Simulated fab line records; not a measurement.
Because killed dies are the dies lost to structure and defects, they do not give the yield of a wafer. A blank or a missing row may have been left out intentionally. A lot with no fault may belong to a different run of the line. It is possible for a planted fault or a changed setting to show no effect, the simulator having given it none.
Struck lot and sound lot, side by side / flow sky130 / 15 out of 708 route steps
Sound: wafers L547.1, L547.3, L547.5. Struck: wafers L556.2, L556.3. (L556.1 of the same lot was not struck and is left out.) The cause comes at the end.
Order at every step that has rows: each side's tool, ch and its chambers, its first start. Under that, the readings that differ: sound wafers / struck wafers / difference of the means / sigmas: that difference in standard deviations of wafers without a fault.
alike: readings with means less than 2 such deviations apart, plus words and numbers identical on both sides. not compared: withheld readings, readings lacking a value on some wafer, bounds such as >300 that could conceal the same value, and numbers that have no deviation in the record and whose values overlap.
A row with sigmas, a row that says differs or no value, or rows on one side alone: a step with any of these is where the two part. When numbers do not overlap yet have no deviation, they are printed without sigmas and do not part them. A reading that every wafer of one side lacks parts them only if that side has two wafers or more.

SKY_METAL1_THK_MEAS_06: measures by xrf.
  struck on film_metro-02, day 34 21:05; sound on film_metro-02, day 32 00:10
  alike: METAL1_ALCU_THK
then, 8 steps without rows for these wafers: SKY_METAL1_DEHYDRATE_07 (time 60 s); SKY_METAL1_HMDS_08 (prime time 60 s); SKY_METAL1_COAT_09 (resist thk 60 nm); SKY_METAL1_COAT_10 (resist thk 450 nm); SKY_METAL1_SOFTBAKE_11 (time 90 s); SKY_METAL1_EXPOSE_12 (exposes mask MM1, target cd 140 nm); SKY_METAL1_PEB_13; SKY_METAL1_DEVELOP_14 (develop time 60 s).
SKY_METAL1_CD_MEAS_15 targets a cd of 140 nm.
  struck on cd_sem-02, day 35 23:01; sound on cd_sem-02, day 33 02:31
  alike: cd_nm
SKY_METAL1_OVL_MEAS_16:
  struck on overlay-02, day 35 23:08; sound on overlay-01, day 33 02:38
  alike: METAL1_OVL
SKY_METAL1_DESCUM_17: chemistry O2, time 8 s.
  sound on rie_metal-03 ch 0, day 33 02:40; struck on rie_metal-01 ch 0, day 35 23:10
reading=drypump_motor_current_A (A); sound=5.6 5.6 5.6; struck=6.4 6.4; difference=+0.8; sigmas=+2
reading=oes_product_au (a.u.); sound=1.006 1.005 1.006; struck=0.984 0.988; difference=-0.020; sigmas=-3
  not compared: rf_hours_counter_h
SKY_METAL1_ETCH_18: etches BARC in N2/H2, stops on SiO2, time 45.9 s, target depth 60 nm.
  sound on rie_metal-03 ch 0, day 33 02:41; struck on rie_metal-01 ch 0, day 35 23:12
reading=bias_w (W); sound=100.2 100.4 99.9; struck=93.4 93.4; difference=-6.8; sigmas=-22
reading=drypump_motor_current_A (A); sound=5.6 5.6 5.6; struck=6.4 6.4; difference=+0.8; sigmas=+2
  alike: oes_product_au, throttle_valve_pct
  not compared: rf_hours_counter_h
SKY_METAL1_METAL_ETCH_19: etches the open film in Cl2/BCl3, stops on SiO2, target depth 360 nm, time 78 s.
  sound on rie_metal-03 ch 0, day 33 02:46; struck on rie_metal-01 ch 0, day 35 23:16
reading=drypump_motor_current_A (A); sound=5.6 5.6 5.6; struck=6.4 6.4; difference=+0.8; sigmas=+2
  alike: bias_w, oes_product_au, throttle_valve_pct
  not compared: rf_hours_counter_h
-- the record jumps here: 12 days lie between the struck wafers' starts before and after (it left off in module METAL1 and takes up again in module PAD_OPEN, whose first step shown is number 708 of the route) --
SKY_PAD_OPEN_PROBE_99:
  struck on prober-02, day 48 06:44; sound on prober-01, day 46 01:38
  alike: defect_limited_yield, killed_at_M0_to_M3, killed_at_M4_up, killed_at_contacts, killed_at_front_end, killed_at_other, killed_dies, killed_open, killed_short, sort_bin_3_pad_short, sort_bin_5_function, sort_bin_6_memory, sort_n_pass, sort_yield_pct

WHERE THEY PART
Earliest at SKY_METAL1_DESCUM_17; latest, in this record, at SKY_METAL1_METAL_ETCH_19. Later steps at which nothing parts them and some readings are alike: SKY_PAD_OPEN_PROBE_99.

WHY: the cause the simulator had injected
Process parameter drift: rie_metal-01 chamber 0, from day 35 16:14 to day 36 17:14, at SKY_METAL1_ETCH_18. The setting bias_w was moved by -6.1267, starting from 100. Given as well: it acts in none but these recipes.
